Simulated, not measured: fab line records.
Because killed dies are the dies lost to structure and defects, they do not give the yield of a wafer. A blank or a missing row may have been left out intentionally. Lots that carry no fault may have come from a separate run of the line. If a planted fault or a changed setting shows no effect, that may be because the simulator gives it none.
Problem report, 8D (eight disciplines) form, completed by code || flow gf180mcu || the parts of the form that need people (team, actions taken, sign-off) are left out

## 1. WHAT WENT WRONG
VT_IMPLANT_2_TW at GF_VT_IMPLANT_TW_MEAS_21 reads a mean of 759 on 9 wafers of 3 lots; wafers without a fault read 1219 with a standard deviation of 13. That is -35 standard deviations from the usual mean.
First seen on wafer L254.1, day 10 22:56, on film_metro-01. At this step, 36 wafers from 12 lots have a number in the record. The rule behind "out" and "out of limits": a value lying over 4 standard deviations away from the usual mean. The rest of the wafers with a number are treated as sound.

## 2. WHAT IT IS, AND WHAT IT ISN'T
{"question": "which readings at this step", "is": "VT_IMPLANT_2_TW", "is not": "-"}
{"question": "which lots", "is": "L254, L255, L256", "is not": "L237, L238, L240, L243, L248, L253, L257, L258, L259"}
{"question": "which wafers of those lots", "is": "all that have a number", "is not": "-"}
{"question": "read on which gauges", "is": "film_metro-01, film_metro-02", "is not": "film_metro-04"}
{"question": "when", "is": "from day 10 22:56", "is not": "up to then (18 sound wafers); but 9 sound wafers of L257, L258, L259 came after"}

## 3. WHAT RULES OUT EACH SUSPECT
Counting: a tool at a process step up to the reading stays a suspect if it ran every lot that is out and no sound lot after the first of them.
- the gauge at GF_VT_IMPLANT_TW_MEAS_21: ruled out. The wafers that are out were read on 2 gauges (film_metro-01, film_metro-02).
- implanter-03 at GF_VT_IMPLANT_IMPLANT_19: kept. Every lot that is out went through it, starting with L254 (day 10 22:40), and after that it ran no sound lot; the last sound lot it ran before then is L243 (day 8 06:52). Its own readings are out on those wafers: dose_ions_cm2, faraday_current_uA.
Left after counting: implanter-03 at GF_VT_IMPLANT_IMPLANT_19.

## 4. THE CAUSE (what the simulator had put in)
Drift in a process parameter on implanter-03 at GF_VT_IMPLANT_IMPLANT_19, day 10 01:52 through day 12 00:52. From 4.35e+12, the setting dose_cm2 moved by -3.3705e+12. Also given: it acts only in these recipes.
The count eliminated every tool but this one.

## 5. THE CHAIN OF EFFECTS, in route order
Rows list readings where the struck wafers' mean (over those with a number) sits beyond 3 standard deviations from the usual. Only readings whose record carries a usual standard deviation are examined. hours: median over the lots of the time between each lot's start at the first step of this table that gives one and its start at this step. sigmas: the change, counted in usual standard deviations.
{"hours": 0, "step": "GF_VT_IMPLANT_IMPLANT_19", "reading": "dose_ions_cm2", "usual": 4.349e+12, "on struck wafers": 9.804e+11, "change": -3.369e+12, "sigmas": "-99 or more"}
{"hours": 0, "step": "GF_VT_IMPLANT_IMPLANT_19", "reading": "faraday_current_uA", "usual": 24.6, "on struck wafers": 5.6, "change": -19.0, "sigmas": -33}
{"hours": 0, "step": "GF_VT_IMPLANT_TW_MEAS_21", "reading": "VT_IMPLANT_2_TW", "usual": 1219, "on struck wafers": 759, "change": -460, "sigmas": -35}
It contains these process steps:
- GF_VT_IMPLANT_IMPLANT_19

## 6. HOW IT WOULD HAVE BEEN CAUGHT EARLIER
The first out-of-limits reading at a measuring or inspecting step in this record came at day 10 22:56, 21 hours after the fault's start at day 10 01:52.
The tool's own readings at GF_VT_IMPLANT_IMPLANT_19 were out on every struck wafer that the step has a row for (dose_ions_cm2, faraday_current_uA): an alarm limit on them would have fired on the first of those.
L255, L256, from the lots that are out (3), started GF_VT_IMPLANT_IMPLANT_19 on implanter-03 later than day 10 22:56. A hold on the tool at that time would have spared those 2.
